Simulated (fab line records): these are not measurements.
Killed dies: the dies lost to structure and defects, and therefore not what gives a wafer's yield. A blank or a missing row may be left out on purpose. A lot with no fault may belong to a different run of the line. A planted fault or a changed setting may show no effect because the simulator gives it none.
Problem report, 8D (eight disciplines) form, completed by code -- flow sky130 -- the parts of the form that need people (team, actions taken, sign-off) are left out

== 1. THE PROBLEM ==
SKY_POLY_GATE_ETCH_17, oes product au: mean 0.786 a.u. on 2 wafers (1 lot); fault-free wafers 0.986 a.u., standard deviation 0.0062. That is -32 standard deviations from the usual mean.
The step: etches poly-Si in HBr/Cl2, stops on SiO2, target depth 180 nm, time 70.5 s.
First observed at day 23 14:21: wafer L527.1, on rie si-01. Wafers with a number at this step in the record: 39, from 13 lots. Rule for "out", or "out of limits": more than 4 standard deviations from the usual mean. Any other wafer with a number is counted as sound.

== 2. WHAT IT IS, AND WHAT IT ISN'T ==
question,is,is not
which readings at this step,oes product au,"drypump motor current A, throttle valve pct"
which lots,L527,"L507, L508, L509, L510, L512, L514, L515, L516, L517, L520, L522, L530"
which wafers of those lots,"L527.1, L527.4",L527.2
read on which tools,rie si-01,rie si-02
when,from day 23 14:21,up to then (34 sound wafers); but 3 sound wafers of L530 came after

== 3. WHAT RULES OUT EACH SUSPECT ==
Counting: if a tool at a process step up to the reading ran every lot that is out, it stays a suspect. Sound lots after the first of them don't rule it out here, since some wafers of a struck lot are sound.
- rie si-01 at SKY_POLY_GATE_ETCH_17 (etches poly-Si in HBr/Cl2, stops on SiO2, target depth 180 nm, time 70.5 s): kept. It processed L527, the lot that is out, at day 23 14:21, and its most recent sound lot before then was L520 at day 21 08:05. Out on those wafers are its own readings of oes product au.
- Within rie si-01 at SKY_POLY_GATE_ETCH_17: the wafers that are out ran in chamber 2; their sound lot-mates ran in chamber 1.
Remaining after the count: rie si-01 at SKY_POLY_GATE_ETCH_17.

== 4. THE CAUSE (what the simulator had put in) ==
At SKY_POLY_GATE_ETCH_17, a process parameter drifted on rie si-01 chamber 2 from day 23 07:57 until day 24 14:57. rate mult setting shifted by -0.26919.
This tool alone remained once counting was done.

== 5. THE CHAIN OF EFFECTS, in route order ==
Rows list readings where the struck wafers' mean (over those with a number) sits beyond 3 standard deviations from the usual. Only readings for which the record gives a usual standard deviation are gone through. hours: the time from each lot's start at the first step in this table that gives one to its start at this step, as a median over the lots. sigmas: the change in usual standard deviations.
hours,step,reading,usual,on struck wafers,change,sigmas
0,SKY_POLY_GATE_ETCH_17,oes product au,0.986 a.u.,0.786,-0.200,-32
0,SKY_POLY_GATE_STRIP_18,oes product au,0.360 a.u.,0.376,+0.016,+3.5
0,SKY_POLY_GATE_STRIP_18,strip time to endpoint s,3.164 s,3.406,+0.242,+9.3
It contains these process steps:
- SKY_POLY_GATE_ETCH_17: etches poly-Si in HBr/Cl2, stops on SiO2, target depth 180 nm, time 70.5 s.
- SKY_POLY_GATE_STRIP_18: strips in O2/N2.

== 6. HOW IT WOULD HAVE BEEN CAUGHT EARLIER ==
In this record no reading fell out of limits until day 23 14:21, 6 hours after the fault had begun at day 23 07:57.
